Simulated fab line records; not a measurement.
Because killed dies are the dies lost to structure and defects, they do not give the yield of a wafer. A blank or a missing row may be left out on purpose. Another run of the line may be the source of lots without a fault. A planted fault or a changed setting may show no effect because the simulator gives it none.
Comparing a struck lot with a sound one + flow sky130 + 33 out of 708 route steps
Sound: these wafers, L221.3, L221.5, L221.6. Struck: wafers L211.1, L211.3, L211.5. The cause comes at the end.
Each step with rows lists, per side, the tool, then ch with its chambers, then its first start. Under that, the readings that differ: sound wafers + struck wafers + difference of the means + sigmas: that difference in standard deviations of wafers without a fault.
alike: words and numbers the same on both sides, and readings whose means are apart by under 2 such deviations; not compared: readings that were withheld, readings missing a value for some wafer, numbers with overlapping values and no deviation given by the record, and bounds like >300 which may hide the same value.
Wherever a step has rows on one side only, a row that says differs or no value, or a row with sigmas, the two part there. Non-overlapping numbers with no deviation appear without sigmas and do not part them. A reading that every wafer of one side lacks parts them only if that side has two wafers or more.

first, 7 steps without rows for these wafers: SKY_SONOS_TUNNEL_DEVELOP_06 (develop time 60 s); SKY_SONOS_TUNNEL_IMPLANT_09; SKY_SONOS_TUNNEL_WET_ETCH_10 (etches SiO2 in dHF, target depth 14 nm, time 280 s); SKY_SONOS_TUNNEL_STRIP_11 (strips in SPM, time 600 s); SKY_SONOS_TUNNEL_CLEAN_13 (cleans in dHF, time 20 s); SKY_SONOS_ONO_OXIDATION_00 (stabilise 600 s, purge 300 s, target thk 2.6 nm); SKY_SONOS_ONO_CVD_02 (deposits Si3N4 from DCS/NH3, target thk 10.5 nm, time 180 s).
SKY_SONOS_ONO_CVD_04: deposits SiO2 from SiH4/N2O, target thk 5.7199 nm.
  sound on lpcvd-03 ch 0, day 19 10:13; struck on lpcvd-03 ch 1, day 15 20:23
| reading                                    | sound             | struck            | difference | sigmas |
|--------------------------------------------|-------------------|-------------------|------------|--------|
| zone-power-lower-pct (%)                   | 19.6 20.1 19.8    | 16.4 16.4 16.5    | -3.4       | -2     |
| model.SiO2_of_SONOS_ONO_CVD_04.thk-nm (nm) | 5.836 5.821 5.665 | 6.924 6.867 6.962 | +1.144     |        |
SKY_SONOS_ONO_THK_MEAS_05:
  struck on film-metro-04, day 15 21:52; sound on film-metro-02, day 19 11:29
| reading                   | sound          | struck         | difference | sigmas |
|---------------------------|----------------|----------------|------------|--------|
| SONOS_ONO_CVD_04_THK (nm) | 5.79 5.85 5.64 | 6.92 6.89 6.97 | +1.17      | +12    |
  not compared: hold
then, 22 steps without rows for these wafers: SKY_SONOS_ONO_HMDS_07 (prime time 60 s); SKY_SONOS_ONO_COAT_08 (resist thk 1140 nm); SKY_SONOS_ONO_SOFTBAKE_09 (time 60 s); SKY_SONOS_ONO_EXPOSE_10 (exposes mask ONOM, target cd 410 nm); SKY_SONOS_ONO_PEB_11; SKY_SONOS_ONO_DEVELOP_12 (develop time 60 s); SKY_SONOS_ONO_ETCH_15 (etches the open film in CHF3/O2, target depth 19.52 nm, time 7.8 s); SKY_SONOS_ONO_WET_ETCH_16 (etches SiO2 in dHF, target depth 14 nm, time 280 s); SKY_SONOS_ONO_STRIP_17 (strips in O2/N2); SKY_SONOS_ONO_WET_ETCH_18 (etches Si3N4 in H3PO4, target depth 15 nm, time 172 s); SKY_GATE_OXIDE_CLEAN_00 (cleans in SC1/SC2, time 150 s); SKY_GATE_OXIDE_OXIDATION_01 (stabilise 600 s, purge 300 s, target thk 10.268 nm); SKY_GATE_OXIDE_DEHYDRATE_03 (time 60 s); SKY_GATE_OXIDE_HMDS_04 (prime time 60 s); SKY_GATE_OXIDE_COAT_05 (resist thk 1140 nm); SKY_GATE_OXIDE_SOFTBAKE_06 (time 60 s); SKY_GATE_OXIDE_EXPOSE_07 (exposes mask LVOM, target cd 600 nm); SKY_GATE_OXIDE_PEB_08; SKY_GATE_OXIDE_DEVELOP_09 (develop time 60 s); SKY_GATE_OXIDE_IMPLANT_11; SKY_GATE_OXIDE_WET_ETCH_12 (etches SiO2 in dHF, target depth 16.8 nm, time 336 s); SKY_GATE_OXIDE_STRIP_13 (strips in O2/N2).
-- the record jumps here: 3 days lie between the struck wafers' starts before and after --
SKY_GATE_OXIDE_CLEAN_15: cleans in SC1/SC2, time 150 s.
  sound on wet-bench-02 ch 1, day 22 03:06; struck on wet-bench-02 ch 0, day 18 11:37
| reading                                    | sound             | struck           | difference | sigmas |
|--------------------------------------------|-------------------|------------------|------------|--------|
| model.SiO2_of_SONOS_ONO_CVD_04.thk-nm (nm) | 4.342 4.327 4.171 | 5.408 5.35 5.448 | +1.122     |        |
-- the record jumps here: 31 days lie between the struck wafers' starts before and after (it left off in module GATE_OXIDE and takes up again in module PAD_OPEN, whose first step shown is number 708 of the route) --
SKY_PAD_OPEN_PROBE_99:
  struck on prober-02, day 49 01:38; sound on prober-01, day 51 03:04
| reading                                     | sound                | struck               | difference | sigmas |
|---------------------------------------------|----------------------|----------------------|------------|--------|
| killed_at_M0_to_M3                          | 38 45 38             | 57 61 56             | +18        | +2     |
| killed-at-contacts                          | 20 31 31             | 14 17 21             | -10        | -2     |
| model.etest.sonos-erased.drive-ua-um        | 180.2 200.9 206.6    | 116.4 113.4 127.7    | -76.7      |        |
| model.etest.sonos-uncharged.r-on-ohm-um     | 812.1 826.5 828.9    | 844 829.9 840.3      | +16        |        |
| model.etest.sonos-programmed.off-log10-a-um | -13.94 -14.01 -13.96 | -11.95 -11.25 -11.27 | +2.48      |        |
| model.etest.cap-ono.gate-log10-a-cm2        | -8.056 -8.067 -7.728 | -9.393 -9.468 -9.524 | -1.511     |        |
| model.etest.cap-ono.gate-bv-v (V)           | 16.18 16.8 16.27     | 17.54 17.29 18.03    | +1.20      |        |
| model.etest.cap-ono.tox-acc-nm (nm)         | 12.9 12.99 12.73     | 14.05 14.1 14.18     | +1.24      |        |
| model.etest.sonos-programmed.vt-v (V)       | 1.407 1.421 1.521    | 0.7862 0.7395 0.7249 | -0.6995    |        |
| model.etest.sonos-erased.vt-v (V)           | -2.27 -2.286 -2.364  | -1.648 -1.606 -1.622 | +0.681     |        |
  alike: killed_at_M4_up, killed-at-front-end, killed-dies, killed-open, killed-short

## WHERE THEY PART
Earliest at SKY_SONOS_ONO_CVD_04; latest, in this record, at SKY_PAD_OPEN_PROBE_99.

WHY: what had been put in by the simulator
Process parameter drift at SKY_SONOS_ONO_CVD_04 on lpcvd-03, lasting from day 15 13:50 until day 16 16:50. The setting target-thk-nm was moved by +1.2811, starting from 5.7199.
